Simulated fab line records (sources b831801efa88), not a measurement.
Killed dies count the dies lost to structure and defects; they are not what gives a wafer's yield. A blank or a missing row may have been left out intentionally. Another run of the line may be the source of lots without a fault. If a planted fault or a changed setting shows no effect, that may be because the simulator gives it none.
Comparing a struck lot with a sound one || flow sky130 || 18 out of 708 route steps
Sound: the wafers L365.4, L365.5, L365.6. The struck wafers were L376.1, L376.3, L376.6. Last of all comes the cause.
For every step that has rows: the tool of each side, followed by ch and its chambers, followed by its first start. Under that, the readings that differ: sound wafers || struck wafers || difference of the means || sigmas: that difference in standard deviations of wafers without a fault.
alike: same words and numbers on both sides, and readings whose means sit less than 2 such deviations apart. not compared: any withheld reading, any reading some wafer has no value for, any bound like >300 that may hide the same value, and any number with overlapping values for which the record gives no deviation.
Wherever a step has rows on one side only, a row that says differs or no value, or a row with sigmas, the two part there. Numbers that don't overlap but have no deviation are shown without sigmas and don't part them. A reading that every wafer of one side lacks parts them only if that side has two wafers or more.

first, 3 steps without rows for these wafers: SKY_LI_CONTACT_EXPOSE_09 (exposes mask LICM1, target cd 170 nm); SKY_LI_CONTACT_PEB_10; SKY_LI_CONTACT_DEVELOP_11 (develop time 60 s).
SKY_LI_CONTACT_CD_MEAS_12: the cd target is 170 nm.
  sound: cd-sem-01 at day 33 01:20; struck: cd-sem-02 at day 36 06:49
  alike: cd-nm
SKY_LI_CONTACT_OVL_MEAS_13:
  sound: overlay-02 at day 33 01:25; struck: overlay-01 at day 36 06:56
  alike: LI_CONTACT_OVL
then, 1 step without rows for these wafers: SKY_LI_CONTACT_ETCH_14 (etches BARC in N2/H2, stops on SiO2, time 45.9 s, target depth 60 nm).
SKY_LI_CONTACT_ETCH_15: etches PSG in C4F8/O2/Ar, stops on Si, target depth 600 nm.
  sound on rie-diel-02 ch 0,1,2, day 33 01:31; struck on rie-diel-02 ch 0,3, day 36 07:01
  alike: chamber-pressure-mTorr, oes-product-au
SKY_LI_CONTACT_STRIP_16: strips in O2/N2.
  sound on plasma-asher-01 ch 0,1, day 33 01:35; struck on plasma-asher-01 ch 0,1, day 36 07:06
  alike: chamber-pressure-mTorr, drypump-motor-current-A, oes-product-au, strip-time-to-endpoint-s
  not compared: rf-hours-counter-h
then, 2 steps without rows for these wafers: SKY_LI_CONTACT_CLEAN_17 (cleans in NMP, time 600 s); SKY_LI_CONTACT_PRE_CLEAN_18 (time 5.6 s).
SKY_LI_CONTACT_SPUTTER_19: material Ti, target thk 20 nm, time 106.37 s.
  sound: pvd-sputter-01 at day 33 01:52; struck: pvd-sputter-02 at day 36 07:23
  alike: throttle-valve-pct
SKY_LI_CONTACT_SPUTTER_20: material TiN, target thk 20 nm, time 80 s.
  sound: pvd-sputter-01 at day 33 01:56; struck: pvd-sputter-02 at day 36 07:28
  alike: throttle-valve-pct
SKY_LI_CONTACT_CVD_21: deposits W, target thk 400 nm, time 120.56 s.
  sound on cvd-w-01 ch 0,1, day 33 02:03; struck on cvd-w-01 ch 0,1, day 36 07:32
{"reading": "model.W_of_LI_CONTACT_CVD_21.thk-nm (nm)", "sound": "407.7 405.9 400", "struck": "583.5 586.9 581", "difference": "+179.3", "sigmas": ""}
  alike: heater-power-w
SKY_LI_CONTACT_RS_MEAS_22: a four-point-probe measurement.
  sound: film-metro-04 at day 33 02:11; struck: film-metro-04 at day 36 07:39
{"reading": "LI_CONTACT_W_RS (ohm/sq)", "sound": "0.279 0.281 0.285", "struck": "0.195 0.194 0.196", "difference": -0.087, "sigmas": -26}
SKY_LI_CONTACT_THK_MEAS_23: measures by xrf.
  sound: film-metro-04 at day 33 02:17; struck: film-metro-04 at day 36 07:46
{"reading": "LI_CONTACT_W_THK (nm)", "sound": "412 410 403", "struck": "- - -", "difference": "no value on the struck wafers", "sigmas": ""}
SKY_LI_CONTACT_CMP_24: polishes, stops on PSG, t overpolish 20 s, target thk 0 nm.
  sound on cmp-02 ch 2,3, day 33 02:22; struck on cmp-01 ch 0,1,2, day 36 07:56
{"reading": "time-to-endpoint-s (s)", "sound": "99 99 99", "struck": "140 143 143", "difference": "+43", "sigmas": "+12"}
  alike: head-pressure-psi, motor-current-A
SKY_LOCAL_INTERCONNECT_SPUTTER_00: material TiN, target thk 100 nm, time 83.3 s.
  sound: pvd-sputter-02 at day 33 02:37; struck: pvd-sputter-04 at day 36 08:08
  alike: throttle-valve-pct
-- the record jumps here: 14 days lie between the struck wafers' starts before and after (it left off in module LOCAL_INTERCONNECT and takes up again in module PAD_OPEN, whose first step shown is number 708 of the route) --
SKY_PAD_OPEN_PROBE_99:
  sound: prober-01 at day 48 12:52; struck: prober-02 at day 50 18:13
  alike: killed_at_M0_to_M3, killed_at_M4_up, killed-at-contacts, killed-at-front-end, killed-dies, killed-open, killed-short

WHERE THEY PART
First at SKY_LI_CONTACT_RS_MEAS_22; last, within this record, at SKY_LI_CONTACT_CMP_24. Later steps at which nothing parts them and some readings are alike: SKY_LOCAL_INTERCONNECT_SPUTTER_00, SKY_PAD_OPEN_PROBE_99.

WHY: what the simulator had put in
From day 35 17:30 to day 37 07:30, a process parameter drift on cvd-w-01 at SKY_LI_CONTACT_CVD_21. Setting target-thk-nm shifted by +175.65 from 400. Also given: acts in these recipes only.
